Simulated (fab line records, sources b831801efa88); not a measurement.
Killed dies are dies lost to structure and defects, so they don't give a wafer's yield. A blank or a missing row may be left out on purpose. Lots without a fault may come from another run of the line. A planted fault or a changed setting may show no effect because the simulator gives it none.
Split-lot experiment | flow sfq_line | 5 lots, 23 wafers read, on a route of 325 steps

THE SPLIT
At SFQ_TRILAYER_I0_VIA_LITHO_COAT_036 (resist thk 62 nm), the setting resist_thk_nm was moved away from the recipe's 62 nm on 11 of the 23 wafers read, by -5.7% to +4.7%. The other wafers ran this setting at the recipe's value.

FROM THE SPLIT TO THE READING: what the file shows between them, 3 steps
- SFQ_TRILAYER_I0_VIA_LITHO_COAT_031: resist thk 650 nm
- SFQ_TRILAYER_I0_VIA_LITHO_SOFTBAKE_035
- SFQ_TRILAYER_I0_VIA_LITHO_DEVELOP_033: time 60 s

THE READING
oes_product_au, in a.u., at SFQ_TRILAYER_I0_VIA_BARC_OPEN_VIA_ETCH_046 (etches BARC in O2, target depth 125 nm, time 43.03 s). Fault-free wafers of this fab line usually give 0.681 a.u., standard deviation 0.0046 a.u..

wafer  | tool, chamber at the split | resist_thk_nm as run, nm | against the recipe | oes_product_au, a.u. | against lot-mates on the recipe
L075.1 | litho_track-02, 0          | 62                       | recipe             | 0.683                | -
L075.5 | litho_track-02, 0          | 62                       | recipe             | 0.682                | -
L075.6 | litho_track-02, 0          | 62                       | recipe             | 0.680                | -
L080.1 | litho_track-02, 0          | 58.49                    | -5.7%              | 0.659                | -0.023
L080.2 | litho_track-02, 0          | 58.49                    | -5.7%              | 0.656                | -0.026
L080.3 | litho_track-02, 0          | 62                       | recipe             | 0.687                | -
L080.4 | litho_track-02, 0          | 62                       | recipe             | 0.677                | -
L080.5 | litho_track-02, 0          | 58.49                    | -5.7%              | 0.663                | -0.019
L081.2 | litho_track-02, 0          | 58.66                    | -5.4%              | 0.670                | -0.009
L081.3 | litho_track-02, 0          | 58.66                    | -5.4%              | 0.664                | -0.015
L081.4 | litho_track-02, 0          | 62                       | recipe             | 0.679                | -
L081.5 | litho_track-02, 0          | 58.66                    | -5.4%              | 0.668                | -0.011
L081.6 | litho_track-02, 0          | 62                       | recipe             | 0.680                | -
L083.2 | litho_track-01, 0          | 62                       | recipe             | 0.676                | -
L083.3 | litho_track-01, 0          | 62                       | recipe             | 0.683                | -
L083.4 | litho_track-01, 0          | 64.91                    | +4.7%              | 0.687                | +0.009
L083.5 | litho_track-01, 0          | 62                       | recipe             | 0.675                | -
L083.6 | litho_track-01, 0          | 64.91                    | +4.7%              | 0.689                | +0.011
L085.1 | litho_track-01, 0          | 60.89                    | -1.8%              | 0.679                | -0.005
L085.2 | litho_track-01, 0          | 60.89                    | -1.8%              | 0.673                | -0.011
L085.4 | litho_track-01, 0          | 62                       | recipe             | 0.685                | -
L085.5 | litho_track-01, 0          | 60.89                    | -1.8%              | 0.677                | -0.007
L085.6 | litho_track-01, 0          | 62                       | recipe             | 0.683                | -

THE FIT
A straight line over all 23 wafers: oes_product_au changes by +0.00271 a.u. for each +1% of resist_thk_nm; r = +0.90; the points scatter about the line by 0.0042 a.u..
The same after taking each lot's own level away (the mean of its wafers on the recipe; 23 wafers): +0.0029 a.u. for each +1%; r = +0.91; scatter 0.004 a.u..
On that fit, the largest move of resist_thk_nm shifts the reading by 0.016 a.u..
The lots' own levels span 0.6780 to 0.6840 a.u., that is 1.3 times the standard deviation above.
So the lot-to-lot level changes the slope little: the two slopes agree.
Check: with one of the wafers moved furthest among these (-5.7%) left out of the fit, the line predicts -0.0165 a.u. for it against its lot-mates. It came out at -0.023 a.u. against them.

OTHER SPLITS ON THESE WAFERS
These wafers also went through other splits before the reading. Each is held against what the fit with the lots' levels taken away leaves over:
other split on the same wafers                   | wafers away from the commonest value | r with oes_product_au (lot level and that fit taken away)
SFQ_TRILAYER_L0_DEP_SPUTTER_003 power_w          | 5                                    | +0.01
SFQ_TRILAYER_L0_LITHO_COAT_005 spin_rpm          | 5                                    | -0.30
SFQ_TRILAYER_L0_VIA_LITHO_COAT_018 resist_thk_nm | 4                                    | -0.51
SFQ_TRILAYER_M0_DEP_SPUTTER_019 time_s           | 11                                   | +0.11
SFQ_TRILAYER_M0_ETCH_METAL_ETCH_024 icp_w        | 7                                    | +0.32

THE WHOLE CHAIN: every reading that the file lists as answering this split, in the file's order
step                                       | what it does                                         | reading                                                                                        | change (the file's fit)                   | r (the file's)
SFQ_TRILAYER_I0_VIA_LITHO_COAT_036         | resist thk 62 nm                                     | BARC_of_TRILAYER_I0_VIA_LITHO_COAT_036.thk_nm (the simulator's own value, which no gauge read) | +0.627 nm for each +1% of the setting     | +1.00
SFQ_TRILAYER_I0_VIA_BARC_OPEN_VIA_ETCH_046 | etches BARC in O2, target depth 125 nm, time 43.03 s | oes_product_au                                                                                 | +0.00295 a.u. for each +1% of the setting | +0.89

THE FILE'S OWN FIT
oes_product_au changes by +0.00295 a.u. for each +1% of resist_thk_nm, r = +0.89.
